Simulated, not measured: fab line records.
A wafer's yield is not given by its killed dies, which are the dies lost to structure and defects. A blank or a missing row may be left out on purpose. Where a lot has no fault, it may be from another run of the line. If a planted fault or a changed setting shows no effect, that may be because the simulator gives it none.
One fault seen from 2 desks	flow sky130	what lay behind the numbers comes last; until then each desk has only its own

== THE METROLOGY DESK ==
What the gauges read for every lot (on any tool): the sampled wafers with a number, averaged. Marked OUT: a lot whose mean sits more than 4 standard deviations from the usual mean, which makes it out of limits; the brackets give that distance.
Columns: A = DNWELL_TW at SKY_DNWELL_TW_MEAS_09, usual 1112; B = PWDE_OVL at SKY_PWDE_OVL_MEAS_07, usual -0.4 nm
lot	first seen here	A	B
L897	day 4 13:27	1098	-0.8
L901	day 5 10:53	1102	1.3
L903	day 5 20:21	1132	-0.5
L904	day 6 01:22	1107	-1.9
L909	day 6 23:45	1136	0.0
L915	day 8 09:44	1112	-0.2
Result from this desk: across the 6 lots, nothing is out of limits.

== AT THE TOOL OWNER'S DESK: implanter-02 ==
For each lot that ran on this tool, the mean over its sampled wafers that have a number, from the tool's own readings at SKY_PWDE_IMPLANT_08. Marked OUT: a lot whose mean sits more than 4 standard deviations from the usual mean, which makes it out of limits; the brackets give that distance.
Columns: A = beam_energy_keV at SKY_PWDE_IMPLANT_08, usual 150.01
lot	first seen here	A
L901	day 6 04:49	150.01
L903	day 6 14:40	139.00 (-99 or more) OUT
L904	day 6 20:16	138.98 (-99 or more) OUT
This desk's verdict: out of limits on L903, L904, starting with L903 at day 6 14:40 (beam_energy_keV at SKY_PWDE_IMPLANT_08). In limits: L901.

== BROUGHT TOGETHER ==
The tool owner's desk had the chance to raise an alarm at day 6 14:40 on L903, L904.
From the metrology desk's view, nothing was out of limits.
The metrology desk has L903, L904 on record, within its limits.
All the named lots went through SKY_PWDE_IMPLANT_08 on implanter-02.

== WHAT HAD BEEN PUT IN BY THE SIMULATOR ==
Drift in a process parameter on implanter-02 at SKY_PWDE_IMPLANT_08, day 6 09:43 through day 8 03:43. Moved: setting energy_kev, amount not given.
Lots struck among those shown: L903, L904.
Each desk's first reading out of limits, in hours after the fault started: the tool owner's desk, 5.
